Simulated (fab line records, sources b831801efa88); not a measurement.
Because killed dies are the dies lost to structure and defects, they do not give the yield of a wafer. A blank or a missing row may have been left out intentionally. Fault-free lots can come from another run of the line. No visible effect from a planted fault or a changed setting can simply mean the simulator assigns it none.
Matching of chambers ; flow gf180mcu ; 4 sister chambers for GF_V5_CMP_26 on cmp-01
The step polishes, stops on SiO2, t overpolish 15 s, target thk 0 nm. 4 wafers are shown with their chamber, then 7 later ones without.

## WAFERS WITH THEIR CHAMBER
wafer;chamber;motor current A (A)
L594.3;0;12.5
L598.2;2;12.2
L598.6;3;8.6
L600.2;1;11.0

## WAFERS WITH NO CHAMBER GIVEN
wafer;motor current A (A)
L600.5;12.4
L600.6;8.3
L601.1;11.7
L601.2;12.7
L601.5;12.3
L602.1;11.1
L602.6;12.7

## EACH ONE'S CHAMBER
wafer;from the rows above;in truth
L600.5;can't be placed: 0 or 2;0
L600.6;3;3
L601.1;can't be placed: 2 or 1 or 0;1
L601.2;can't be placed: 0 or 2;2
L601.5;can't be placed: 2 or 0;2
L602.1;1;1
L602.6;can't be placed: 0 or 2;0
2 of 7 placed correctly. From these rows, 5 cannot be placed; in 5 the true chamber is one of the candidates. Placed wrongly: 0.
How it was worked out, from the rows above alone: a wafer's distance from a chamber is the root of the sum, over the readings, of the square of ((its reading less the chamber's mean) divided by the reading's scatter). The wafer belongs to the nearest chamber; if the next one is less than 2 further off, it can't be placed. The mean given for a chamber averages the wafers shown for that chamber. The scatter: with one shown wafer a chamber, the root of the mean of the squares of how far each hidden wafer lies from its nearest shown one.
